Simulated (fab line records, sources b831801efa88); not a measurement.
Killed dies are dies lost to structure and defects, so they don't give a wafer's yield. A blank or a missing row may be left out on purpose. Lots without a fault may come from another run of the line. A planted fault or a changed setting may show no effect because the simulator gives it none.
A struck lot beside a sound one | flow sky130 | 18 steps out of a route of 708
Sound: wafers L702.1, L702.3, L702.4. Struck: wafer L710.6. (L710.3, L710.5 of the same lot were not struck and are left out.) The cause comes at the end.
At each step with rows: each side's tool, then ch and its chambers, then its first start. Under that, the readings that differ: sound wafers | struck wafers | difference of the means | sigmas: that difference in standard deviations of wafers without a fault.
alike: readings whose means differ by less than 2 such deviations, and words and numbers that are the same on both sides. not compared: withheld readings, readings that some wafer has no value for, bounds like >300 that may hide the same value, and numbers for which the record gives no deviation and whose values overlap.
The two part at a step that has a row with sigmas, a row that says differs or no value, or rows on one side only. Numbers that don't overlap but have no deviation are shown without sigmas and don't part them. A reading that every wafer of one side lacks parts them only if that side has two wafers or more.

first, 2 steps without rows for these wafers: SKY_CONTACT_PEB_12; SKY_CONTACT_DEVELOP_13 (develop time 60 s).
SKY_CONTACT_CD_MEAS_14: target cd 170 nm.
  sound on cd_sem-02, day 31 13:02; struck on cd_sem-01, day 34 13:08
  alike: cd_nm
SKY_CONTACT_OVL_MEAS_15:
  sound on overlay-01, day 31 13:09; struck on overlay-01, day 34 13:14
  alike: CONTACT_OVL
SKY_CONTACT_ETCH_16: etches BARC in N2/H2, stops on SiO2, time 45.9 s, target depth 60 nm.
  sound on rie_diel-03 ch 0,2,3, day 31 13:11; struck on rie_diel-01 ch 1, day 34 13:16
  alike: drypump_motor_current_A, h2_flow_sccm, oes_product_au, throttle_valve_pct
  not compared: rf_hours_counter_h
SKY_CONTACT_ETCH_17: etches SiO2 in C4F8/O2/Ar, stops on Si3N4, target depth 340 nm.
  sound on rie_diel-03 ch 0,2,3, day 31 13:14; struck on rie_diel-01 ch 1, day 34 13:18
  alike: oes_product_au
SKY_CONTACT_ETCH_18: etches Si3N4 in CHF3/O2, stops on TiN, time 39 s, target depth 75 nm.
  sound on rie_diel-03 ch 0,2,3; struck on rie_diel-01 ch 1
  alike: drypump_motor_current_A, oes_product_au, throttle_valve_pct
  not compared: rf_hours_counter_h
SKY_CONTACT_STRIP_19: strips in O2/N2.
  sound on plasma_asher-02 ch 0,1, day 31 13:19; struck on plasma_asher-03 ch 0, day 34 13:25
  reading                     | sound       | struck | difference | sigmas
  drypump_motor_current_A (A) | 4.9 5.6 4.9 | 6.4    | +1.3       | +2
  alike: oes_product_au, strip_time_to_endpoint_s
  not compared: rf_hours_counter_h
then, 4 steps without rows for these wafers: SKY_CONTACT_STRIP_20 (strips in post etch residue remover, time 1200 s); SKY_CONTACT_CLEAN_21 (cleans in IPA, time 180 s); SKY_CONTACT_CLEAN_22 (cleans in O3/DIW); SKY_CONTACT_SPUTTER_23 (material TiN, target thk 20 nm, time 80 s).
SKY_CONTACT_CVD_24: deposits W, target thk 340 nm, time 102.12 s.
  sound on cvd_w-01 ch 0,1, day 31 13:58; struck on cvd_w-01 ch 0, day 34 14:05
  reading                               | sound             | struck | difference | sigmas
  model.W_of_CONTACT_CVD_24.thk_nm (nm) | 340.4 344.1 339.7 | 242.1  | -99.3      |
  alike: heater_power_w
SKY_CONTACT_RS_MEAS_25: measures by four-point-probe.
  sound on film_metro-02, day 31 14:05; struck on film_metro-04, day 34 14:29
  reading               | sound             | struck | difference | sigmas
  CONTACT_W_RS (ohm/sq) | 0.338 0.333 0.339 | 0.477  | +0.140     | +44
  not compared: hold
SKY_CONTACT_THK_MEAS_26: measures by xrf.
  sound on film_metro-02, day 31 14:12; struck on film_metro-04, day 34 21:09
  reading            | sound       | struck | difference | sigmas
  CONTACT_W_THK (nm) | 344 350 342 | 243    | -102       | -28
  not compared: hold
SKY_CONTACT_CMP_27: polishes, stops on SiO2, t overpolish 15 s, target thk 0 nm.
  sound on cmp-02 ch 1,2,3, day 31 14:19; struck on cmp-02 ch 1, day 35 00:04
  reading                | sound    | struck                   | difference                   | sigmas
  hold                   | - - -    | await_dispo/2.9h/release | no value on the sound wafers |
  time_to_endpoint_s (s) | 80 84 82 | 56                       | -26                          | -8
  alike: motor_current_A, slurry_filter_dp_kPa
SKY_METAL1_SPUTTER_00: material Ti, target thk 15 nm, time 10 s.
  sound on pvd_sputter-03, day 31 14:34; struck on pvd_sputter-02, day 35 00:22
  reading                | sound          | struck | difference | sigmas
  throttle_valve_pct (%) | 31.8 31.1 32.1 | 28.7   | -3.0       | -2
then, 1 step without rows for these wafers: SKY_PAD_OPEN_PROBE_99.

WHERE THEY PART
First at SKY_CONTACT_STRIP_19; last, within this record, at SKY_METAL1_SPUTTER_00.

WHY: what the simulator had put in
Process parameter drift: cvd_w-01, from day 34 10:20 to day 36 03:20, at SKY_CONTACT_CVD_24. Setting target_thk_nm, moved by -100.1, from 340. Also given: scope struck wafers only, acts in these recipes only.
